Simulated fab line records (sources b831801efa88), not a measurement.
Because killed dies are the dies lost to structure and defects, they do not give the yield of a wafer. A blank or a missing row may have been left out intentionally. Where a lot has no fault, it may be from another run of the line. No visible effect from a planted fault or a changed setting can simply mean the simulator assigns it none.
Chamber matching :: flow sky130 :: SKY_LI_CONTACT_CMP_02 on cmp-01: 4 sister chambers
The step polishes PSG. 8 wafers are shown with their chamber, then 7 later ones without.

== WAFERS, EACH WITH ITS CHAMBER ==
wafer: L828.5
chamber: 3
motor current A (A): 12.3
time to endpoint s (s): 33.9

wafer: L829.2
chamber: 3
motor current A (A): 12.7
time to endpoint s (s): 35.6

wafer: L829.5
chamber: 1
motor current A (A): 14.8
time to endpoint s (s): 35.0

wafer: L835.2
chamber: 1
motor current A (A): 14.3
time to endpoint s (s): 32.2

wafer: L835.3
chamber: 0
motor current A (A): 13.2
time to endpoint s (s): 29.1

wafer: L835.4
chamber: 2
motor current A (A): 11.6
time to endpoint s (s): 32.5

wafer: L837.1
chamber: 2
motor current A (A): 12.3
time to endpoint s (s): 33.3

wafer: L837.4
chamber: 0
motor current A (A): 13.0
time to endpoint s (s): 33.5

== WAFERS WITH NO CHAMBER GIVEN ==
wafer: L837.5
motor current A (A): 14.0
time to endpoint s (s): 33.3

wafer: L839.2
motor current A (A): 13.6
time to endpoint s (s): 31.7

wafer: L839.3
motor current A (A): 12.5
time to endpoint s (s): 33.6

wafer: L839.6
motor current A (A): 11.7
time to endpoint s (s): 35.3

wafer: L848.2
motor current A (A): 12.8
time to endpoint s (s): 31.6

wafer: L848.4
motor current A (A): 12.9
time to endpoint s (s): 31.8

wafer: L848.5
motor current A (A): 14.9
time to endpoint s (s): 33.0

== WHICH CHAMBER EACH ONE RAN IN ==
wafer: L837.5
from the rows above: can't be placed: 1 or 0
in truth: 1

wafer: L839.2
from the rows above: can't be placed: 0 or 1
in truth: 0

wafer: L839.3
from the rows above: can't be placed: 3 or 2 or 0
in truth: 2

wafer: L839.6
from the rows above: can't be placed: 2 or 3
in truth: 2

wafer: L848.2
from the rows above: can't be placed: 0 or 3 or 2
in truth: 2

wafer: L848.4
from the rows above: can't be placed: 0 or 3
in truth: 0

wafer: L848.5
from the rows above: 1
in truth: 1
Placed correctly: 1 of 7. Can't be placed from these rows: 6 (the true chamber is among the candidates in 6). 0 placed wrongly.
How it was worked out, from the rows above alone: a wafer's distance from a chamber is the root of the sum, over the readings, of the square of ((its reading less the chamber's mean) divided by the reading's scatter). The wafer belongs to the nearest chamber; if the next one is less than 2 further off, it can't be placed. Each chamber's mean is taken over the wafers shown for it. The scatter: the root of (the sum of the squares of (reading less its chamber's mean) over the shown wafers, divided by (wafers less chambers)).
